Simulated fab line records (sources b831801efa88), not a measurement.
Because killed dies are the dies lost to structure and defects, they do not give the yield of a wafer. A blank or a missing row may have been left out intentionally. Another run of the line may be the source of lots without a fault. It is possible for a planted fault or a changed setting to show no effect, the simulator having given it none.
fab line records	flow sky130
record: lots: 13	wafers: 39	last-day: 50
route steps=708 shown SONOS_ONO@171 LDD_HVN@273 PAD_OPEN@708
lots untouched by any fault: they come from a run of this same line in which no faults occurred
start-h: hours from the record's opening day to when the first of the lot's shown wafers began	wait-h: hours since the lot's step before	" same as the row above	L1.1+2: one row covering several wafers at once	- value missing, or start not given	* or withheld: withheld	< > ~ a bound
route shown NAME@n: a module of which the file shows steps, and the number in the route of the first	usual: mean/standard deviation of fault-free wafers	same: alike in all rows	chamber/n: place in a boat	sites: readings site by site	_std_site: their standard deviation	_edge_site: inner sites' mean taken away from outer sites' mean	radius-mm: for every site, how far away it sits from the centre of the wafer	mask NAME#n: copy n	behind: tool/chamber where the wafer was last shaped	hold: reason for holding the lot/hours on hold/outcome of the hold	device: transistor that didn't switch, given as n, p or np	end of line: the tests these same wafers got at the end of their route	a step given without rows: its recipe and nothing more	killed: not the wafer's yield, but the dies lost to structure and defects at the first sort	map: a wafer's dies, marking killed ones x, the rest . and places with no die _
set.NAME: the setting that was run; set.NAME@STEP: the one run at that earlier step	model.NAME: the simulator's own value behind a step, which no gauge read
route steps across a sampled set of lots; one table per step, one row per wafer
services: from which hour (start-h, from the record's first day; less than 0 if before it) a tool's chamber was out of use, for how many hours, and why
== steps ==
step: SKY_SONOS_ONO_THK_MEAS_03
recipe: reads: Si3N4_of_SONOS_ONO_CVD_02
usual: SONOS_ONO_CVD_02_THK: 10.47/0.12
lot.wafer	tool	chamber	start-h	wait-h	SONOS_ONO_CVD_02_THK[nm]
L557.1	film-metro-04	-	248.34	0.0	10.51
L557.2	"	-	"	"	10.45
L557.4	"	-	"	"	10.56
L558.2	film-metro-03	-	257.79	0.0	10.50
L558.4	"	-	"	"	10.49
L558.5	"	-	"	"	10.45
L560.2	film-metro-03	-	272.37	0.0	10.55
L560.4	"	-	"	"	10.56
L560.5	"	-	"	"	10.51
L562.1	film-metro-02	-	287.93	0.0	10.50
L562.5	"	-	"	"	10.46
L562.6	"	-	"	"	10.57
L563.2	film-metro-03	-	299.17	0.0	10.53
L563.4	"	-	"	"	10.44
L563.6	"	-	"	"	10.42
L570.2	film-metro-03	-	365.58	0.0	10.54
L570.5	"	-	"	"	10.55
L570.6	"	-	"	"	10.50
L572.2	film-metro-04	-	389.23	0.1	10.59
L572.3	"	-	"	"	10.52
L572.4	"	-	"	"	10.67
L574.2	film-metro-03	-	389.27	0.1	10.41
L574.3	"	-	"	"	10.43
L574.5	"	-	"	"	10.45
L575.1	film-metro-04	-	399.94	0.0	10.20
L575.3	"	-	"	"	10.32
L575.5	"	-	"	"	10.38
L576.1	film-metro-04	-	403.99	0.0	10.52
L576.5	"	-	"	"	10.62
L576.6	"	-	"	"	10.64
L578.2	film-metro-04	-	410.29	0.0	10.54
L578.4	"	-	"	"	10.60
L578.5	"	-	"	"	10.61
L579.1	film-metro-04	-	431.65	0.1	10.43
L579.2	"	-	"	"	10.59
L579.6	"	-	"	"	10.48
L580.3	film-metro-04	-	439.94	0.0	10.43
L580.5	"	-	"	"	10.42
L580.6	"	-	"	"	10.45
step: SKY_SONOS_ONO_THK_MEAS_05
recipe: reads: SiO2_of_SONOS_ONO_CVD_04
usual: SONOS_ONO_CVD_04_THK: 5.73/0.12
lot.wafer	tool	chamber	start-h	wait-h	SONOS_ONO_CVD_04_THK[nm]
L557.1	film-metro-04	-	249.65	0.0	5.59
L557.2	"	-	"	"	5.64
L557.4	"	-	"	"	5.59
L558.2	film-metro-04	-	259.10	0.0	5.80
L558.4	"	-	"	"	5.86
L558.5	"	-	"	"	5.87
L560.2	film-metro-03	-	273.68	0.0	5.73
L560.4	"	-	"	"	5.75
L560.5	"	-	"	"	5.64
L562.1	film-metro-03	-	289.24	0.0	5.76
L562.5	"	-	"	"	5.70
L562.6	"	-	"	"	5.72
L563.2	film-metro-02	-	300.48	0.0	5.95
L563.4	"	-	"	"	6.00
L563.6	"	-	"	"	5.87
L570.2	film-metro-02	-	366.89	0.0	5.66
L570.5	"	-	"	"	5.61
L570.6	"	-	"	"	5.61
L572.2	film-metro-03	-	392.36	0.0	5.68
L572.3	"	-	"	"	5.66
L572.4	"	-	"	"	5.65
L574.2	film-metro-04	-	392.42	0.1	5.80
L574.3	"	-	"	"	5.86
L574.5	"	-	"	"	5.98
L575.1	film-metro-03	-	401.28	0.0	5.73
L575.3	"	-	"	"	5.76
L575.5	"	-	"	"	5.69
L576.1	film-metro-04	-	405.30	0.0	5.74
L576.5	"	-	"	"	5.79
L576.6	"	-	"	"	5.71
L578.2	film-metro-04	-	411.60	0.0	5.84
L578.4	"	-	"	"	5.74
L578.5	"	-	"	"	5.84
L579.1	film-metro-04	-	432.96	0.0	5.79
L579.2	"	-	"	"	5.91
L579.6	"	-	"	"	5.84
L580.3	film-metro-03	-	441.25	0.0	5.69
L580.5	"	-	"	"	5.76
L580.6	"	-	"	"	5.70
step: SKY_LDD_HVN_DEVELOP_06
recipe: resist: NOVOLAK	developer: TMAH	develop-time-s: 60	dev-temp-c: 23
usual: developer-temp-C: 23.00/0.12	exhaust-pa: 44.9/1	resist-line-temp-C: 23.02/0.11
lot.wafer	tool	chamber	start-h	wait-h	developer-temp-C	exhaust-pa	resist-line-temp-C
L557.1	litho-track-04	0	461.81	0.1	22.97	46.0	23.15
L557.2	"	0	"	"	22.87	44.8	22.99
L557.4	"	0	"	"	22.85	44.6	23.12
L558.2	litho-track-04	0	471.93	0.1	22.80	46.4	23.02
L558.4	"	0	"	"	23.05	46.6	22.99
L558.5	"	0	"	"	23.11	45.4	23.07
L560.2	litho-track-03	0	484.86	0.1	22.94	45.5	23.01
L560.4	"	0	"	"	22.95	46.6	22.83
L560.5	"	0	"	"	22.98	45.6	22.96
L562.1	litho-track-03	0	519.69	0.1	22.39	45.0	23.16
L562.5	"	0	"	"	22.36	46.4	23.03
L562.6	"	0	"	"	22.21	45.1	23.22
L563.2	litho-track-03	0	520.01	0.1	21.98	46.3	23.20
L563.4	"	0	"	"	21.91	46.2	23.22
L563.6	"	0	"	"	22.02	45.6	23.16
L570.2	litho-track-02	0	588.57	0.1	22.89	45.1	22.80
L570.5	"	0	"	"	23.05	45.7	22.86
L570.6	"	0	"	"	22.90	46.2	22.92
L572.2	litho-track-03	0	611.11	0.1	23.04	43.7	22.96
L572.3	"	0	"	"	23.09	43.9	23.02
L572.4	"	0	"	"	22.93	42.6	23.21
L574.2	litho-track-02	0	613.77	0.1	23.25	45.5	22.97
L574.3	"	0	"	"	23.12	45.7	23.12
L574.5	"	0	"	"	23.15	46.9	22.98
L575.1	litho-track-03	0	621.94	0.1	22.93	43.6	22.89
L575.3	"	0	"	"	22.82	44.1	22.98
L575.5	"	0	"	"	23.00	45.7	23.04
L576.1	litho-track-03	0	626.14	0.1	22.83	45.0	23.03
L576.5	"	0	"	"	22.87	43.8	22.95
L576.6	"	0	"	"	22.77	45.8	23.10
L578.2	litho-track-03	0	634.11	0.1	22.92	45.1	22.79
L578.4	"	0	"	"	22.93	43.9	23.00
L578.5	"	0	"	"	23.11	44.8	22.98
L579.1	litho-track-04	0	651.26	0.1	22.92	44.6	23.01
L579.2	"	0	"	"	22.98	45.4	22.90
L579.6	"	0	"	"	23.07	44.7	22.85
L580.3	litho-track-03	0	658.74	0.1	23.23	43.7	22.94
L580.5	"	0	"	"	23.05	42.2	22.91
L580.6	"	0	"	"	23.06	43.5	23.02
step: SKY_LDD_HVN_STRIP_09
recipe: chemistry: O2/N2	power-w: 1400	pressure-mtorr: 1500	platen-temp-c: withheld	o2-flow-sccm: 3000	n2-flow-sccm: 300	overash-fraction: 0.5
usual: drypump-motor-current-A: 5.5/0.45	n2-flow-sccm: 300.0/0.8	oes-product-au: 0.408/0.0041	strip-time-to-endpoint-s: 4.134/0.013
lot.wafer	tool	chamber	start-h	wait-h	drypump-motor-current-A	n2-flow-sccm	oes-product-au	rf-hours-counter-h	strip-time-to-endpoint-s
L557.1	plasma-asher-03	0	462.14	0.1	5.8	299.6	0.404	3	4.127
L557.2	"	1	"	"	6.0	300.2	0.407	3	4.120
L557.4	"	1	"	"	6.0	299.5	0.402	-	4.138
L558.2	plasma-asher-03	1	472.27	0.1	6.0	298.6	0.412	5	4.127
L558.4	"	1	"	"	6.0	299.2	0.404	-	4.122
L558.5	"	1	"	"	6.0	299.7	0.412	-	4.127
L560.2	plasma-asher-02	1	485.17	0.1	5.0	300.2	0.409	82	4.115
L560.4	"	0	"	"	5.0	300.4	0.410	-	4.138
L560.5	"	0	"	"	5.0	300.6	0.404	-	4.135
L562.1	plasma-asher-03	1	520.02	0.1	6.0	299.1	0.408	9	4.130
L562.5	"	0	"	"	5.8	299.6	0.410	-	4.143
L562.6	"	1	"	"	6.0	299.9	0.411	-	4.134
L563.2	plasma-asher-04	1	520.32	0.1	5.9	300.4	0.403	70	4.143
L563.4	"	1	"	"	5.8	300.7	0.414	-	4.146
L563.6	"	0	"	"	4.9	299.7	0.416	-	4.151
L570.2	plasma-asher-04	1	588.89	0.1	5.9	300.6	0.410	77	4.117
L570.5	"	1	"	"	5.9	299.8	0.407	-	4.136
L570.6	"	0	"	"	5.0	298.7	0.400	-	4.140
L572.2	plasma-asher-04	0	611.42	0.1	5.0	300.5	0.410	79	4.146
L572.3	"	1	"	"	5.8	300.2	0.405	-	4.118
L572.4	"	0	"	"	5.0	299.2	0.402	-	4.128
L574.2	plasma-asher-03	0	614.09	0.1	5.8	300.6	0.414	19	4.126
L574.3	"	1	"	"	6.0	300.8	0.403	-	4.114
L574.5	"	0	"	"	5.8	299.4	0.406	-	4.131
L575.1	plasma-asher-02	1	622.27	0.1	5.0	299.3	0.411	95	4.143
L575.3	"	0	"	"	5.0	300.0	0.412	-	4.145
L575.5	"	0	"	"	5.1	299.4	0.409	-	4.127
L576.1	plasma-asher-03	0	626.47	0.1	5.8	299.4	0.416	20	4.136
L576.5	"	0	"	"	5.8	299.9	0.403	-	4.142
L576.6	"	1	"	"	6.0	299.6	0.405	-	4.129
L578.2	plasma-asher-02	0	634.42	0.1	5.0	299.1	0.409	96	4.143
L578.4	"	1	"	"	4.9	301.3	0.413	-	4.136
L578.5	"	0	"	"	5.0	300.1	0.402	-	4.139
L579.1	plasma-asher-04	0	651.59	0.1	5.0	301.3	0.407	83	4.111
L579.2	"	1	"	"	5.9	299.5	0.417	83	4.135
L579.6	"	1	"	"	5.9	302.3	0.407	-	4.133
L580.3	plasma-asher-03	0	659.06	0.1	5.8	300.5	0.399	-	4.136
L580.5	"	0	"	"	5.7	301.3	0.408	-	4.138
L580.6	"	1	"	"	5.9	299.8	0.406	-	4.119
step: SKY_PAD_OPEN_PROBE_99
usual: killed_at_M0_to_M3: 43/6.5	killed_at_M4_up: 3.1/1.8	killed-at-contacts: 24/4.8	killed-at-front-end: 15/4.7	killed-at-other: 0.3/0.58	killed-dies: 86/8.6	killed-open: 47/6.7	killed-short: 39/6.1
same: gross-dies: 492	killed-at-back-side: 0
lot.wafer	tool	chamber	start-h	wait-h	killed_at_M0_to_M3	killed_at_M4_up	killed-at-contacts	killed-at-front-end	killed-at-other	killed-dies	killed-open	killed-short
L558.2	prober-01	-	1075.75	0.1	41	4	26	15	1	87	49	38
L558.4	prober-01	-	1075.85	0.2	31	4	23	14	0	72	34	38
L558.5	prober-01	-	1075.90	0.2	48	2	34	17	2	103	58	45
L575.1	prober-02	-	1177.00	0.1	30	3	30	21	0	84	47	37
L575.3	prober-02	-	1177.10	0.2	39	2	30	13	0	84	53	31
L575.5	prober-02	-	1177.20	0.2	34	3	16	20	0	73	48	25
killed by level:class
L558.2 CONTACT:geometric-particle:open=8 VIA1:geometric-particle:open=8 LI_CONTACT:geometric-particle:open=7 POLY_GATE:geometric-particle:open=5 LOCAL_INTERCONNECT:geometric-particle:short=5 VIA2:geometric-particle:open=4 POLY_GATE:geometric-particle:short=4 METAL2:geometric-particle:short=4
L558.4 VIA1:geometric-particle:open=10 METAL2:geometric-particle:short=7 LI_CONTACT:geometric-particle:open=7 LOCAL_INTERCONNECT:geometric-particle:short=5 CONTACT:geometric-particle:open=5 POLY_GATE:geometric-particle:short=4 CONTACT:geometric-particle:short=4 FIELD_ISO:geometric-particle:open=3
L558.5 VIA3:geometric-particle:open=15 VIA1:geometric-particle:open=11 LOCAL_INTERCONNECT:geometric-particle:short=9 LI_CONTACT:geometric-particle:open=8 CONTACT:geometric-particle:open=7 FIELD_ISO:geometric-particle:short=6 LI_CONTACT:geometric-particle:short=6 FIELD_ISO:geometric-particle:open=5
L575.1 POLY_GATE:geometric-particle:open=11 LI_CONTACT:geometric-particle:open=9 VIA1:geometric-particle:open=9 LI_CONTACT:geometric-particle:short=8 CONTACT:geometric-particle:open=7 METAL1:geometric-particle:short=6 CONTACT:geometric-particle:short=4 VIA3:geometric-particle:open=4
L575.3 VIA1:geometric-particle:open=13 LI_CONTACT:geometric-particle:open=11 CONTACT:geometric-particle:open=10 POLY_GATE:geometric-particle:open=6 VIA2:geometric-particle:short=5 METAL2:geometric-particle:short=5 VIA1:geometric-particle:short=4 CONTACT:geometric-particle:short=4
L575.5 VIA1:geometric-particle:open=10 POLY_GATE:geometric-particle:open=8 LI_CONTACT:geometric-particle:open=7 VIA1:geometric-particle:short=7 FIELD_ISO:geometric-particle:short=6 CONTACT:geometric-particle:open=5 VIA3:geometric-particle:open=5 VIA2:geometric-particle:open=5
== services ==
tool	chamber	start-h	hours	kind
plasma-asher-02	-	450.08	9.2	repair
plasma-asher-02	-	610.52	5.1	repair
plasma-asher-03	-	638.66	2.8	pm
plasma-asher-02	-	639.31	1.4	repair
== key ==
first-sign: step: SKY_LDD_HVN_DEVELOP_06	reading: developer-temp-C	direction: down	sigmas: 7	usual: *	struck: *
effect none on later readings
met-at SKY_LDD_HVN_DEVELOP_06
struck-lots L562,L563
tester-left-out L562,L563
not-acting-at SKY_SONOS_ONO_THK_MEAS_03,SKY_SONOS_ONO_THK_MEAS_05,SKY_LDD_HVN_STRIP_09
onset-between 484.86 519.69
fault: kind: process-parameter-drift	tool: litho-track-03	chamber: -	onset-h: 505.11	steps: SKY_LDD_HVN_DEVELOP_06	channel: dev-temp-c	offset: *	shape: step	end-h: 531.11	acts-in: *	stated: *
tester-left-out: of these lots the tester's yield and bins aren't shown, on N5 and GAA mostly nor the transistor test; their killed dies are dies lost to structure and defects alone, not to doping, threshold or leakage, so they don't give the yield
